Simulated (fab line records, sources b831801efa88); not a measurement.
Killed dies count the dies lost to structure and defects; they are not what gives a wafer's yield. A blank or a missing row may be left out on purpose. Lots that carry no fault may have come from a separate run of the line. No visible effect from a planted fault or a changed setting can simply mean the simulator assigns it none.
Comparing a struck lot with a sound one | flow gf180mcu | 44 out of 602 route steps
Sound: these wafers, L788.1, L788.2, L788.4. Struck: wafer L778.6 (left out: L778.1, a lot-mate that was not struck); the cause follows at the end.
At each step with rows: each side's tool, then ch and its chambers, then its first start. Under that, the readings that differ: sound wafers | struck wafers | difference of the means | sigmas: that difference in standard deviations of wafers without a fault.
alike: words and numbers the same on both sides, and readings whose means are apart by under 2 such deviations; not compared: readings that were withheld, readings missing a value for some wafer, numbers with overlapping values and no deviation given by the record, and bounds like >300 which may hide the same value.
Wherever a step has rows on one side only, a row that says differs or no value, or a row with sigmas, the two part there. Numbers that have no deviation but don't overlap get no sigmas and don't part them. A reading that every wafer of one side lacks parts them only if that side has two wafers or more.

first, 4 steps without rows for these wafers: GF_V4_CLEAN_20 (cleans in DIW); GF_V4_SPUTTER_21 (material Ti, target thk 15 nm, time 80.02 s); GF_V4_SPUTTER_22 (material TiN, target thk 10 nm, time 40 s); GF_V4_CVD_23 (deposits W, target thk 350 nm, time 104.9 s).
GF_V4_RS_MEAS_24: measurement is done with a four-point probe.
  sound: film metro-03 at day 29 20:41; struck: film metro-03 at day 27 06:38
  alike: V4_W_RS
GF_V4_THK_MEAS_25: measures by xrf.
  sound: film metro-03 at day 29 20:49; struck: film metro-03 at day 27 06:46
  alike: V4_W_THK
then, 1 step without rows for these wafers: GF_V4_CMP_26 (polishes, stops on SiO2, t overpolish 15 s, target thk 0 nm).
GF_MIM_SPUTTER_00: material Ti, target thk 37.5 nm, time 150 s.
  sound: pvd sputter-03 at day 29 21:10; struck: pvd sputter-01 at day 27 07:07
  alike: throttle valve pct
GF_MIM_SPUTTER_01: material TiN, target thk 30 nm, time 25 s.
  sound: pvd sputter-03 at day 29 21:16; struck: pvd sputter-01 at day 27 07:13
  alike: throttle valve pct
then, 3 steps without rows for these wafers: GF_MIM_SPUTTER_02 (material AlCu, target thk 450 nm, time 23.9 s); GF_MIM_SPUTTER_03 (material Ti, target thk 10 nm, time 6.7 s); GF_MIM_SPUTTER_04 (material TiN, target thk 50 nm, time 41.7 s).
GF_MIM_CVD_05: deposits Si3N4, target thk 42 nm, time 29.086 s.
  sound on pecvd-04 ch 1,2, day 29 21:23; struck on pecvd-02 ch 0, day 27 07:20
  reading                               | sound             | struck | difference | sigmas
  run length s (s)                      | 58.1 56.3 56.6    | 55.5   | -1.5       | -3
  model.Si3N4_of_MIM_CVD_05.thk nm (nm) | 41.71 42.55 42.94 | 39.39  | -3.01      |
  alike: heater power w
  not compared: rf fwd power W
GF_MIM_THK_MEAS_06:
  sound: film metro-04 at day 29 21:25; struck: film metro-03 at day 27 07:22
  reading             | sound          | struck | difference | sigmas
  MIM_CVD_05_THK (nm) | 41.7 42.5 42.9 | 39.4   | -3.0       | -5
then, 2 steps without rows for these wafers: GF_MIM_SPUTTER_07 (material TiN, target thk 60 nm, time 50 s); GF_MIM_SPUTTER_08 (material AlCu, target thk 200 nm, time 10.6 s).
GF_MIM_SPUTTER_09: material TiN, target thk 35 nm, time 29.2 s.
  sound: pvd sputter-01 at day 29 21:33; struck: pvd sputter-04 at day 27 07:30
  alike: throttle valve pct
GF_MIM_RS_MEAS_10: measurement is done with a four-point probe.
  sound: film metro-03 at day 29 21:35; struck: film metro-03 at day 27 07:32
  alike: MIM_ALCU_RS
GF_MIM_THK_MEAS_11: measures by xrf.
  sound: film metro-03 at day 29 21:42; struck: film metro-03 at day 27 07:39
  alike: MIM_ALCU_THK
then, 7 steps without rows for these wafers: GF_MIM_DEHYDRATE_12 (time 60 s); GF_MIM_HMDS_13 (prime time 60 s); GF_MIM_COAT_14 (resist thk 1000 nm); GF_MIM_SOFTBAKE_15 (time 60 s); GF_MIM_EXPOSE_16 (exposes mask FuseTop, target cd 2000 nm); GF_MIM_PEB_17; GF_MIM_DEVELOP_18 (develop time 60 s).
GF_MIM_METAL_ETCH_19: etches the open film in Cl2/BCl3, stops on Si3N4, target depth 324.5 nm, time 54.1 s.
  sound on rie metal-03 ch 0,1, day 30 15:47; struck on rie metal-04 ch 1, day 28 03:51
  alike: drypump motor current A, he backside leak sccm, oes product au, rf fwd power W, throttle valve pct
  not compared: rf hours counter h
GF_MIM_STRIP_20: strips in O2/N2.
  sound on plasma asher-03 ch 0,1, day 30 15:51; struck on plasma asher-03 ch 0, day 28 03:59
  alike: drypump motor current A, heater power w, oes product au, strip time to endpoint s
  not compared: rf hours counter h
then, 9 steps without rows for these wafers: GF_MIM_STRIP_21 (strips in post etch residue remover, time 1200 s); GF_MIM_CLEAN_22 (cleans in DIW); GF_M5_DEHYDRATE_00 (time 60 s); GF_M5_HMDS_01 (prime time 60 s); GF_M5_COAT_02 (resist thk 1000 nm); GF_M5_SOFTBAKE_03 (time 60 s); GF_M5_EXPOSE_04 (exposes mask Metal5, target cd 280 nm); GF_M5_PEB_05 (peb time 90 s); GF_M5_DEVELOP_06 (develop time 60 s).
GF_M5_CD_MEAS_07 targets a cd of 280 nm.
  sound: cd sem-01 at day 31 10:00; struck: cd sem-01 at day 28 23:27
  alike: cd nm
GF_M5_OVL_MEAS_08:
  sound: overlay-01 at day 31 10:07; struck: overlay-02 at day 28 23:34
  alike: M5_OVL
then, 3 steps without rows for these wafers: GF_M5_ETCH_09 (etches Si3N4 in CF4/O2, target depth 52 nm, time 11.6 s); GF_M5_METAL_ETCH_10 (etches the open film in Cl2/BCl3, stops on SiO2, target depth 627.5 nm, time 104.6 s); GF_M5_STRIP_11 (strips in O2/N2).
GF_M5_STRIP_12: strips in post etch residue remover, time 1200 s.
  sound on wet bench-04 ch 0, day 31 10:23; struck on wet bench-04 ch 0, day 28 23:50
  reading                               | sound             | struck | difference | sigmas
  model.Si3N4_of_MIM_CVD_05.thk nm (nm) | 40.99 41.83 42.22 | 38.68  | -3.00      |
-- the record jumps here: 3 days lie between the struck wafers' starts before and after (it left off in module M5 and takes up again in module PASSIVATION, whose first step shown is number 602 of the route) --
GF_PASSIVATION_PROBE_99:
  record: rows for the struck wafers here (prober-02, day 31 12:35), none for the sound ones

WHERE THEY PART
First at GF_MIM_CVD_05; last, within this record, at GF_PASSIVATION_PROBE_99.

WHY: what the simulator had put in
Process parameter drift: pecvd-02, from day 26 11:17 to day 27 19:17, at GF_MIM_CVD_05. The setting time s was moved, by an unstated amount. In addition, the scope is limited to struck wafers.
